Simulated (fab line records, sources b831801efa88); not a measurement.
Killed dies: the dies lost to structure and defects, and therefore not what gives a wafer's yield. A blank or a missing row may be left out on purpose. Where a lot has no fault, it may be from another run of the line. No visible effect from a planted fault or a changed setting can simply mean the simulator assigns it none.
8D (eight disciplines) problem report, filled in by code	flow sky130	the parts of the form that need people (team, actions taken, sign-off) are left out

## 1. THE PROBLEM
rotation deg at SKY_LDD_N_IMPLANT_12 reads a mean of 63.385 degrees on 6 wafers of 2 lots; wafers without a fault read 0.001 degrees with a standard deviation of 0.02. That is +99 or more standard deviations from the usual mean.
Earliest sighting: wafer L102.1 on implanter-03 at day 21 06:38. At this step, 18 wafers from 6 lots have a number in the record. Rule for "out" (also "out of limits"): further than 4 standard deviations from the usual mean. The other wafers with a number count as sound.

## 2. WHAT IT IS, WHAT IT ISN'T
question	is	is not
which readings at this step	rotation deg	beam on s, dose ions cm2
which lots	L102, L104	L100, L107, L110, L995
which wafers of those lots	all that have a number	-
read on which tools	implanter-03	implanter-02
when	from day 21 06:38	up to then (6 sound wafers); but 6 sound wafers of L107, L110 came after

## 3. THE SUSPECTS, EACH WITH WHAT RULES IT OUT
Counting: any tool at a process step up to the reading is kept as a suspect provided that every lot that is out went through it and no sound lot did after the first of them.
- implanter-03 at SKY_LDD_N_IMPLANT_12: ruled out as a lasting fault. After its first lot that is out, L102 (day 21 06:38), sound lots L110 ran on it.
Left after counting: nothing in the record.

## 4. THE CAUSE (what the simulator had put in)
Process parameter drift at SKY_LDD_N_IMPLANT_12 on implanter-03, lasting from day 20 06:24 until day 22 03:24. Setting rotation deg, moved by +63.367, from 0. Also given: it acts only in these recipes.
Counting ruled it out, wrongly.

## 5. THE EFFECT CHAIN, in route order
Each row: a reading whose mean over the struck wafers that have a number lies more than 3 standard deviations from the usual. Only readings whose record carries a usual standard deviation are examined. hours: median over the lots of the time between each lot's start at the first step of this table that gives one and its start at this step. sigmas: the change, counted in usual standard deviations.
hours	step	reading	usual	on struck wafers	change	sigmas
0	SKY_LDD_N_IMPLANT_12	rotation deg	0.001 degrees	63.385	+63.384	+99 or more
Process steps it contains:
- SKY_LDD_N_IMPLANT_12

## 6. HOW IT WOULD HAVE BEEN CAUGHT EARLIER
24 hours passed between the start of the fault at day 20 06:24 and the first reading out of limits in this record, taken at day 21 06:38.
